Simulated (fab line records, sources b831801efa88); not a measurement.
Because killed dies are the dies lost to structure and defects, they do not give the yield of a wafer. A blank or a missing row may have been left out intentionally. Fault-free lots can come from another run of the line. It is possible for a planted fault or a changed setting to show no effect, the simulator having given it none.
Problem report, 8D (eight disciplines) form, completed by code | flow sky130 | the parts of the form that need people (team, actions taken, sign-off) are left out

## 1. WHAT IS WRONG
Across 12 wafers from 4 lots, LDD_LDN_OVL at SKY_LDD_LDN_OVL_MEAS_07 averages 43.6 nm, while fault-free wafers read -1.0 nm with a standard deviation of 1.3. That is +34 standard deviations from the usual mean.
Earliest sighting: wafer L574.1 on overlay-01 at day 25 21:08. The record has a number at this step for 36 wafers belonging to 12 lots. The rule behind "out" and "out of limits": a value lying over 4 standard deviations away from the usual mean. All remaining wafers that have a number are taken as sound.

## 2. WHAT IT IS; WHAT IT IS NOT
question                    | is                     | is not
which readings at this step | LDD_LDN_OVL            | -
which lots                  | L574, L575, L576, L577 | L567, L570, L571, L573, L578, L581, L586, L588
which wafers of those lots  | all that have a number | -
read on which gauges        | overlay-01, overlay-02 | -
when                        | from day 25 21:08      | up to then (12 sound wafers); but 12 sound wafers of L578, L581, L586, L588 came after

## 3. WHAT RULES OUT EACH SUSPECT
Counting: a tool at a process step up to the reading stays a suspect if it ran every lot that is out and no sound lot after the first of them.
- the gauge at SKY_LDD_LDN_OVL_MEAS_07 is ruled out. 2 gauges (overlay-01, overlay-02) read the wafers that are out.
- iline-stepper-01 at SKY_LDD_LDN_EXPOSE_04 (exposes mask LDNTM, target cd 700 nm): kept. Every lot that is out went through it, starting with L574 (day 25 06:44), and after that it ran no sound lot; the last sound lot it ran before then is L573 (day 24 15:43).
The count leaves iline-stepper-01 at SKY_LDD_LDN_EXPOSE_04.

## 4. THE CAUSE (what the simulator had put in)
Scanner matching overlay: iline-stepper-01, from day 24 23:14 on, at SKY_LDD_LDN_EXPOSE_04. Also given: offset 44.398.
After counting, this tool was the only one left.

## 5. SEQUENCE OF EFFECTS, ordered by route
Rows list readings where the struck wafers' mean (over those with a number) sits beyond 3 standard deviations from the usual. Only readings whose record carries a usual standard deviation are examined. hours: median over the lots of the time between each lot's start at the first step of this table that gives one and its start at this step. sigmas: the change, counted in usual standard deviations.
hours | step                    | reading     | usual   | on struck wafers | change | sigmas
0     | SKY_LDD_LDN_OVL_MEAS_07 | LDD_LDN_OVL | -1.0 nm | 43.6             | +44.6  | +34

## 6. HOW IT WOULD HAVE BEEN CAUGHT EARLIER
The first out-of-limits reading at a measuring or inspecting step in this record came at day 25 21:08, 22 hours after the fault's start at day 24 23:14.
Of the lots that are out (4), L577, L576 began SKY_LDD_LDN_EXPOSE_04 on iline-stepper-01 after day 25 21:08. A hold on the tool at that time would have spared those 2.
